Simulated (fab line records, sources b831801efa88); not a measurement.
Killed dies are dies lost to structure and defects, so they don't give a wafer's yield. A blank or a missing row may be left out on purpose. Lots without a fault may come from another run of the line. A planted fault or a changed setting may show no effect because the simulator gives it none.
Which tool did it? | flow sky130 | 10 lots, 30 wafers sampled, at 5 steps of a route of 708

WHAT THE GAUGES READ, wafer by wafer
SKY_METAL2_THK_MEAS_06: measures by xrf. Usual: METAL2_ALCU_THK 243.3 nm, standard deviation 2.6.
lot  | measured     | on            | METAL2_ALCU_THK (nm) | flag
L212 | day 35 06:39 | film_metro-03 | 243.6 243.3 246.4    |
L214 | day 36 16:49 | film_metro-02 | 242.3 248.1 247.2    |
L215 | day 36 23:19 | film_metro-04 | 242.7 241.5 243.8    |
L216 | day 37 05:11 | film_metro-03 | 239.8 245.4 242.3    |
L218 | day 37 19:38 | film_metro-02 | 240.8 247.2 239.9    |
L223 | day 39 11:50 | film_metro-03 | 239.9 241.5 239.3    |
L230 | day 41 19:43 | film_metro-02 | 246.1 244.5 245.6    |
L232 | day 42 10:26 | film_metro-03 | 242.7 239.7 245.8    |
L233 | day 42 15:41 | film_metro-04 | 244.6 247.2 246.1    |
L234 | day 42 20:08 | film_metro-02 | 247.8 245.3 246.9    |

SKY_VIA2_CD_MEAS_12: target cd 200 nm. Usual: cd_nm 200.3 nm, standard deviation 1.2.
lot  | measured     | on        | cd_nm (nm)        | flag
L212 | day 37 17:13 | cd_sem-02 | 200.4 199.8 199.9 |
L214 | day 39 04:41 | cd_sem-01 | 199.9 199.6 199.7 |
L215 | day 39 11:36 | cd_sem-01 | 200.0 199.3 199.5 |
L216 | day 39 17:38 | cd_sem-02 | 200.4 199.9 200.1 |
L218 | day 40 07:50 | cd_sem-01 | 200.4 200.2 198.0 |
L223 | day 41 19:58 | cd_sem-01 | 199.2 197.0 198.3 |
L230 | day 43 21:35 | cd_sem-01 | 197.6 198.6 198.6 |
L232 | day 44 11:52 | cd_sem-01 | 199.0 198.6 198.6 |
L233 | day 44 15:55 | cd_sem-02 | 200.8 200.9 199.9 |
L234 | day 44 20:26 | cd_sem-02 | 201.7 200.1 200.4 |

SKY_CAPM_RS_MEAS_03: measures by four-point-probe. Usual: CAPM_TIN_RS 7.08 ohm/sq, standard deviation 0.091.
lot  | measured     | on            | CAPM_TIN_RS (ohm/sq) | flag
L212 | day 37 19:07 | film_metro-04 | 6.95 7.11 7.02       |
L214 | day 39 06:34 | film_metro-04 | 6.91 6.97 7.06       |
L215 | day 39 13:31 | film_metro-03 | 7.10 6.96 7.17       |
L216 | day 39 19:36 | film_metro-01 | 7.12 7.00 7.02       |
L218 | day 40 09:43 | film_metro-01 | 6.88 6.89 6.87       |
L223 | day 41 21:50 | film_metro-03 | 7.08 7.02 6.41       |
L230 | day 43 23:37 | film_metro-04 | 7.15 7.11 7.16       |
L232 | day 44 13:45 | film_metro-01 | 6.98 7.02 6.98       |
L233 | day 44 17:47 | film_metro-03 | 7.17 7.16 7.20       |
L234 | day 44 22:19 | film_metro-01 | 7.07 7.11 7.05       |

SKY_CAPM_THK_MEAS_04: measures by xrf. Usual: CAPM_TIN_THK 193.6 nm, standard deviation 2.6.
lot  | measured     | on            | CAPM_TIN_THK (nm) | flag
L212 | day 37 19:13 | film_metro-04 | 199.3 195.1 197.0 |
L214 | day 39 06:40 | film_metro-04 | 198.0 197.2 194.2 |
L215 | day 39 13:36 | film_metro-03 | 192.1 197.8 192.6 |
L216 | day 39 19:43 | film_metro-01 | 191.5 194.8 194.6 |
L218 | day 40 09:50 | film_metro-01 | 199.2 199.0 199.5 |
L223 | day 41 21:56 | film_metro-03 | 193.6 195.1 211.5 |
L230 | day 43 23:44 | film_metro-04 | 192.7 193.4 191.9 |
L232 | day 44 13:52 | film_metro-01 | 194.9 194.4 194.8 |
L233 | day 44 17:54 | film_metro-03 | 192.0 192.1 190.8 |
L234 | day 44 22:26 | film_metro-01 | 192.7 191.6 193.9 |

WHICH TOOL RAN EACH LOT (tool, then ch and the chambers of the sampled wafers, then the start)
lot  | SKY_CAPM_SPUTTER_02
L212 | pvd_sputter-01, day 37 18:59
L214 | pvd_sputter-02, day 39 06:25
L215 | pvd_sputter-02, day 39 13:20
L216 | pvd_sputter-02, day 39 19:29
L218 | pvd_sputter-02, day 40 09:37
L223 | pvd_sputter-02, day 41 21:42
L230 | pvd_sputter-01, day 43 23:31
L232 | pvd_sputter-02, day 44 13:37
L233 | pvd_sputter-02, day 44 17:40
L234 | pvd_sputter-02, day 44 22:13
- SKY_CAPM_SPUTTER_02: material TiN, target thk 200 nm, time 166.7 s.

WHAT THE TOOLS THEMSELVES READ (means of the sampled wafers that have a number; where no wafer has one, the mark that the record gives instead)
SKY_CAPM_SPUTTER_02. Usual: throttle_valve_pct 30.4 %, standard deviation 0.98.
lot  | tool           | throttle_valve_pct (%) | flag
L212 | pvd_sputter-01 | 30.1                   |
L214 | pvd_sputter-02 | 30.8                   |
L215 | pvd_sputter-02 | 29.9                   |
L216 | pvd_sputter-02 | 30.9                   |
L218 | pvd_sputter-02 | 31.3                   |
L223 | pvd_sputter-02 | 30.8                   |
L230 | pvd_sputter-01 | 30.1                   |
L232 | pvd_sputter-02 | 30.7                   |
L233 | pvd_sputter-02 | 31.0                   |
L234 | pvd_sputter-02 | 30.8                   |

THE ANSWER, worked out from the rows above alone
Rule: a lot is off if the mean of its wafers that have a number lies more than 3 standard deviations from the usual mean. A lot without any number at a reading at which 4 lots or more have one is off too. The other lots that the step has rows for count as sound. The gauges are gone through in route order, then the tools' own readings, and for those a lot's mean is taken as printed above. The first step at which some lot is off is used, and at that step the reading that is off furthest; a lot without a number counts as furthest.
No lot is off at any reading shown: from this, nothing can be told.

WHAT THE SIMULATOR HAD PUT IN
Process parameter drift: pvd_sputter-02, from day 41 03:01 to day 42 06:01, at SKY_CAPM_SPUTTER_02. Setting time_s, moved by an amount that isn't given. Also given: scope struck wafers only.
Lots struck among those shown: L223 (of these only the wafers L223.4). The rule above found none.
